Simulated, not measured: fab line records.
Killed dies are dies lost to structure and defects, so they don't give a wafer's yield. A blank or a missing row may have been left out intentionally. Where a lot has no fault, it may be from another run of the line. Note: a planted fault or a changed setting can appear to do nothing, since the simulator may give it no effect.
What tool caused it? + flow gf180mcu + 6 lots, 17 wafers sampled, at 3 steps of a route of 602

== WHAT EACH GAUGE READ, for each wafer ==
GF_V5_RS_MEAS_24: measures by four-point-probe.
| lot  | measured     | on            | V5_W_RS (ohm/sq)  |
|------|--------------|---------------|-------------------|
| L785 | day 28 13:01 | film-metro-01 | 0.325 0.324 0.327 |
| L788 | day 29 10:48 | film-metro-04 | 0.329 0.326 0.328 |
| L791 | day 30 10:34 | film-metro-01 | 0.327 0.329 0.324 |
| L796 | day 31 18:56 | film-metro-01 | 0.310 0.331       |
| L798 | day 32 06:45 | film-metro-03 | 0.313 0.331 0.332 |
| L806 | day 34 05:17 | film-metro-04 | 0.333 0.337 0.331 |

== EACH LOT AND THE TOOL THAT RAN IT (in order: tool; ch and the chambers of the sampled wafers; start) ==
| lot  | GF_V5_ETCH_16                      | GF_V5_CVD_23                  |
|------|------------------------------------|-------------------------------|
| L785 | rie-diel-04 ch 0,1,2, day 28 11:46 | cvd-w-02 ch 0,1, day 28 12:54 |
| L788 | rie-diel-01 ch 1,3, day 29 09:53   | cvd-w-01 ch 0,1, day 29 10:40 |
| L791 | rie-diel-03 ch 0,1,3, day 30 09:37 | cvd-w-01 ch 0,1, day 30 10:26 |
| L796 | rie-diel-04 ch 2,3, day 31 18:01   | cvd-w-01 ch 0, day 31 18:49   |
| L798 | rie-diel-04 ch 0,1,3, day 32 05:50 | cvd-w-01 ch 0,1, day 32 06:37 |
| L806 | rie-diel-04 ch 0,1, day 34 04:22   | cvd-w-02 ch 0,1, day 34 05:10 |
- GF_V5_ETCH_16: etches BARC in N2/H2.
- GF_V5_CVD_23: deposits W, target thk 350 nm, time 104.9 s.

== THE ANSWER, worked out from the rows above alone ==
Rule: what is usual is taken from the lots themselves. Put in order of their means at a reading, lots are off if they are a third of the lots or fewer, leave a main group of 4 or more, and stand apart from it by a gap of 3 or more times the standard deviation of the main group's means; of several such gaps the widest counts. A main group whose means are all the same, to the digits that the tables above print for the reading, isn't used. A lot without any number at a reading at which 4 lots or more have one is off too. All remaining lots with rows at the step are treated as sound.
No lot is off at any reading shown: from this, nothing can be told.

== WHAT HAD BEEN PUT IN BY THE SIMULATOR ==
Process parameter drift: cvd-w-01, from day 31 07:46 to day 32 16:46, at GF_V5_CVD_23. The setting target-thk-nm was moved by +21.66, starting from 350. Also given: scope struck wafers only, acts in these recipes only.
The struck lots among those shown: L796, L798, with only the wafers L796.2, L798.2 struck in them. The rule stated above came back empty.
